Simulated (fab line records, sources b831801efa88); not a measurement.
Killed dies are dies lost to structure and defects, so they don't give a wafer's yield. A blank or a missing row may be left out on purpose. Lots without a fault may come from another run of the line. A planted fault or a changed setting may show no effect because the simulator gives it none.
Tool commonality check | flow gf180mcu | 13 lots, 39 wafers sampled

WHY IT WAS OPENED
At GF_DNWELL_TW_MEAS_09 the reading DNWELL_TW is flagged on 2 of 13 lots. Wafers without a fault read 1342, standard deviation 8.4.
Rule: a lot is flagged when every wafer of it that has a number lies more than 4 standard deviations from that mean, or none has a number. The other lots count as sound.

lot  | measured    | on            | DNWELL_TW, wafer by wafer | flag
L754 | day 2 19:06 | film_metro-04 | 1345 1351 1349            |
L755 | day 3 09:15 | film_metro-02 | 1354 1352 1360            |
L756 | day 3 14:08 | film_metro-01 | 1342 1339 1336            |
L758 | day 3 18:41 | film_metro-04 | 1333 1341 1335            |
L759 | day 4 00:48 | film_metro-04 | 1343 1342 1341            |
L760 | day 4 05:30 | film_metro-04 | 1348 1346 1345            |
L761 | day 4 13:46 | film_metro-01 | 1338 1336 1337            |
L767 | day 5 20:26 | film_metro-01 | 1018 1014 1017            | FLAGGED
L769 | day 6 03:33 | film_metro-02 | 1037 1033 1031            | FLAGGED
L771 | day 6 18:06 | film_metro-04 | 1349 1343 1344            |
L772 | day 7 00:26 | film_metro-04 | 1336 1332 1329            |
L773 | day 7 04:09 | film_metro-01 | 1336 1344 1340            |
L775 | day 7 10:08 | film_metro-01 | 1329 1333 1333            |
The numbers of the flagged lots are 1025 on average: -317 against the usual, or -38 standard deviations.

WHICH TOOL RAN EACH LOT
The record holds 2 process steps before the reading, out of a route of 602 steps. In each cell: the tool, then ch and the chambers that the sampled wafers went through, then the start.
lot  | flag    | GF_STI_CMP_25                | GF_DNWELL_IMPLANT_07
L754 |         | cmp-02 ch 0,1, day 2 04:28   | implanter-02 ch 0, day 2 18:53
L755 |         | cmp-02 ch 0,2,3, day 2 11:33 | implanter-03 ch 0, day 3 09:00
L756 |         | cmp-01 ch 0,1,2, day 2 19:49 | implanter-03 ch 0, day 3 13:53
L758 |         | cmp-01 ch 0,1, day 3 02:47   | implanter-02 ch 0, day 3 18:26
L759 |         | cmp-01 ch 1,2, day 3 08:45   | implanter-01 ch 0, day 4 00:33
L760 |         | cmp-01 ch 1,2, day 3 14:37   | implanter-03 ch 0, day 4 05:15
L761 |         | cmp-01 ch 1,2, day 3 20:55   | implanter-01 ch 0, day 4 13:32
L767 | FLAGGED | cmp-02 ch 1,2, day 5 01:56   | implanter-02 ch 0, day 5 20:11
L769 | FLAGGED | cmp-02 ch 0,1,2, day 5 10:02 | implanter-02 ch 0, day 6 03:20
L771 |         | cmp-01 ch 0,1,2, day 5 23:26 | implanter-01 ch 0, day 6 17:51
L772 |         | cmp-01 ch 0,2, day 6 06:35   | implanter-03 ch 0, day 7 00:11
L773 |         | cmp-02 ch 2,3, day 6 09:52   | implanter-01 ch 0, day 7 03:56
L775 |         | cmp-02 ch 1,2,3, day 6 15:55 | implanter-03 ch 0, day 7 09:53
What these steps do:
- GF_STI_CMP_25: polishes, stops on Si3N4, t overpolish 33 s, target thk 524.6 nm.
- GF_DNWELL_IMPLANT_07
- GF_DNWELL_TW_MEAS_09

FLAGGED OVER TOTAL, TOOL BY TOOL (the gauges that took the reading come last)
step                 | tool          | lots run | flagged | share of the flagged lots | sound lots run after its first flagged lot
GF_STI_CMP_25        | cmp-01        | 7        | 0       | none                      | -
GF_STI_CMP_25        | cmp-02        | 6        | 2       | all                       | 2 (L773,L775)
GF_DNWELL_IMPLANT_07 | implanter-01  | 4        | 0       | none                      | -
GF_DNWELL_IMPLANT_07 | implanter-02  | 4        | 2       | all                       | 0
GF_DNWELL_IMPLANT_07 | implanter-03  | 5        | 0       | none                      | -
GF_DNWELL_TW_MEAS_09 | film_metro-01 | 5        | 1       | some                      | 2 (L773,L775)
GF_DNWELL_TW_MEAS_09 | film_metro-02 | 2        | 1       | some                      | 0
GF_DNWELL_TW_MEAS_09 | film_metro-04 | 6        | 0       | none                      | -

WHAT THE TABLE ALLOWS
2 rows of the table ran every flagged lot: cmp-02 at GF_STI_CMP_25, implanter-02 at GF_DNWELL_IMPLANT_07.
- cmp-02 at GF_STI_CMP_25: 2 of its 6 lots flagged. Sound lots ran on it after the first flagged one (L773, L775), which a lasting fault on the whole tool wouldn't allow.
- implanter-02 at GF_DNWELL_IMPLANT_07: 2 of its 4 lots flagged. Its last sound lot is L758 (day 3 18:26), its first flagged lot L767 (day 5 20:11): a fault that began between those two fits. Its own readings lie more than 4 standard deviations out on every wafer of the flagged lots: dose_ions_cm2, faraday_current_uA.
One tool is left: implanter-02 at GF_DNWELL_IMPLANT_07.

WHAT THE SIMULATOR HAD PUT IN
Process parameter drift: implanter-02, from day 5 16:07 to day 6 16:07, at GF_DNWELL_IMPLANT_07. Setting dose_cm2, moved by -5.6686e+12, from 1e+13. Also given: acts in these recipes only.
Lots struck among those shown: L767, L769. The rule above found the same.
